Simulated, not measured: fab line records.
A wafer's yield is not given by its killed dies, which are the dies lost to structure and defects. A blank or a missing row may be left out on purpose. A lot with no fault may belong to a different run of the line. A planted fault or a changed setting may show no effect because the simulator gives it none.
A struck lot beside a sound one / flow sky130 / 32 steps out of a route of 708
Sound: these wafers, L147.1, L147.3, L147.5. Wafers L156.4, L156.5, L156.6 were the ones struck. The cause is named last.
Order at every step that has rows: each side's tool, ch and its chambers, its first start. Under that, the readings that differ: sound wafers / struck wafers / difference of the means / sigmas: that difference in standard deviations of wafers without a fault.
alike: a reading whose means differ by less than 2 such deviations, as well as words and numbers matching on both sides. not compared: withheld readings; readings where some wafer has no value; bounds like >300 that might hide an equal value; numbers whose values overlap and for which the record gives no deviation.
The two part at a step that has a row with sigmas, a row that says differs or no value, or rows on one side only. Numbers that have no deviation but don't overlap get no sigmas and don't part them. A reading missing from all wafers of one side parts the sides only when that side holds two or more wafers.

SKY_PWDE_OVL_MEAS_07:
  sound on overlay-01, day 5 11:31; struck on overlay-01, day 7 12:50
  alike: PWDE_OVL
after that, 1 step had no rows for these wafers: SKY_PWDE_IMPLANT_08.
SKY_PWDE_STRIP_09: strips in O2/N2.
  sound on plasma-asher-02 ch 0,1, day 5 11:43; struck on plasma-asher-01 ch 0,1, day 7 13:02
reading=strip-time-to-endpoint-s (s); sound=37.08 37.15 37.10; struck=36.74 36.94 36.81; difference=-0.28; sigmas=-3
  alike: drypump-motor-current-A, oes-product-au
  not compared: rf-hours-counter-h
SKY_PWDE_TW_MEAS_10:
  sound on film-metro-03, day 5 11:49; struck on film-metro-04, day 7 13:08
  alike: PWDE_TW
then, 7 steps without rows for these wafers: SKY_NWELL_DEHYDRATE_03 (time 60 s); SKY_NWELL_HMDS_04 (prime time 60 s); SKY_NWELL_COAT_05 (resist thk 3000 nm); SKY_NWELL_SOFTBAKE_06; SKY_NWELL_EXPOSE_07 (exposes mask NWM, target cd 840 nm); SKY_NWELL_PEB_08; SKY_NWELL_DEVELOP_09 (develop time 60 s).
SKY_NWELL_OVL_MEAS_10:
  sound on overlay-01, day 6 06:08; struck on overlay-01, day 8 09:29
  alike: NWELL_00_OVL
SKY_NWELL_IMPLANT_11:
  sound on implanter-04 ch 0, day 6 06:10; struck on implanter-03 ch 0, day 8 09:35
reading=beam-energy-keV; sound=399.73 399.90 399.82; struck=374.44 374.42 374.62; difference=-25.32; sigmas=-99 or more
reading=model.implant.rp-nm (nm); sound=495.2 495.2 495.2; struck=487.6 487.6 487.6; difference=-7.6; sigmas=
reading=model.implant.drp-nm (nm); sound=116.9 116.9 116.9; struck=112.7 112.7 112.7; difference=-4.2; sigmas=
then, 2 steps without rows for these wafers: SKY_NWELL_IMPLANT_12; SKY_NWELL_IMPLANT_13.
SKY_NWELL_STRIP_14: strips in O2/N2.
  sound on plasma-asher-01 ch 0, day 6 06:37; struck on plasma-asher-02 ch 0,1, day 8 09:59
  alike: drypump-motor-current-A, oes-product-au, strip-time-to-endpoint-s
  not compared: rf-hours-counter-h
SKY_NWELL_TW_MEAS_15:
  sound on film-metro-04, day 6 06:43; struck on film-metro-04, day 8 10:05
  alike: NWELL_TW
then, 7 steps without rows for these wafers: SKY_NWELL_DEHYDRATE_16 (time 60 s); SKY_NWELL_HMDS_17 (prime time 60 s); SKY_NWELL_COAT_18 (resist thk 3000 nm); SKY_NWELL_SOFTBAKE_19; SKY_NWELL_EXPOSE_20 (exposes mask NWM COMPLEMENT, target cd 840 nm); SKY_NWELL_PEB_21; SKY_NWELL_DEVELOP_22 (develop time 60 s).
SKY_NWELL_OVL_MEAS_23:
  sound on overlay-02, day 7 00:44; struck on overlay-01, day 9 06:59
  alike: NWELL_01_OVL
after that, 1 step had no rows for these wafers: SKY_NWELL_IMPLANT_24.
SKY_NWELL_STRIP_25: strips in O2/N2.
  sound on plasma-asher-04 ch 0, day 7 00:55; struck on plasma-asher-02 ch 0,1, day 9 07:11
  alike: drypump-motor-current-A, oes-product-au, strip-time-to-endpoint-s
  not compared: rf-hours-counter-h
SKY_NWELL_TW_MEAS_26:
  sound on film-metro-04, day 7 01:01; struck on film-metro-03, day 9 07:17
  alike: NWELL_2_TW
then, 1 step without rows for these wafers: SKY_NWELL_CLEAN_27 (cleans in SC1/SC2, time 150 s).
SKY_NWELL_RTA_28: time 30 s.
  sound on rtp-anneal-01 ch 0, day 7 01:08; struck on rtp-anneal-02 ch 0, day 9 07:25
  alike: anneal-temp-c-max, lamp-power-pct, wafer_temp_C_max
SKY_NWELL_RS_MEAS_29: the measuring method here is four-point-probe.
  sound on film-metro-02, day 7 01:14; struck on film-metro-04, day 9 07:31
reading=NWELL_RS (ohm/sq); sound=625.5 626.9 626.3; struck=633.1 631.8 632.8; difference=+6.3; sigmas=+4
-- the record jumps here: 40 days lie between the struck wafers' starts before and after (it left off in module NWELL and takes up again in module PAD_OPEN, whose first step shown is number 708 of the route) --
SKY_PAD_OPEN_PROBE_99:
  sound on prober-02, day 47 14:52; struck on prober-01, day 49 15:53
  alike: killed_at_M0_to_M3, killed_at_M4_up, killed-at-contacts, killed-at-front-end, killed-at-other, killed-dies, killed-open, killed-short
  not compared: model.etest.nfet_16v.r-on-ohm-um, model.etest.res-nwell.line-ohm-um, model.etest.res-nwell.rs-ohm-sq, model.etest.tip_p_5v.rs-ohm-sq, model.etest.pfet_16v.drive-ua-um, model.etest.pfet_01v8_lvt.drive-ua-um, model.etest.field-p.vt-v, model.etest.pfet-g5v0d10v5.off-log10-a-um

## WHERE THEY PART
First at SKY_PWDE_STRIP_09; last, within this record, at SKY_NWELL_RS_MEAS_29. Later steps at which nothing parts them and some readings are alike: SKY_PAD_OPEN_PROBE_99.

WHY: what the simulator had put in
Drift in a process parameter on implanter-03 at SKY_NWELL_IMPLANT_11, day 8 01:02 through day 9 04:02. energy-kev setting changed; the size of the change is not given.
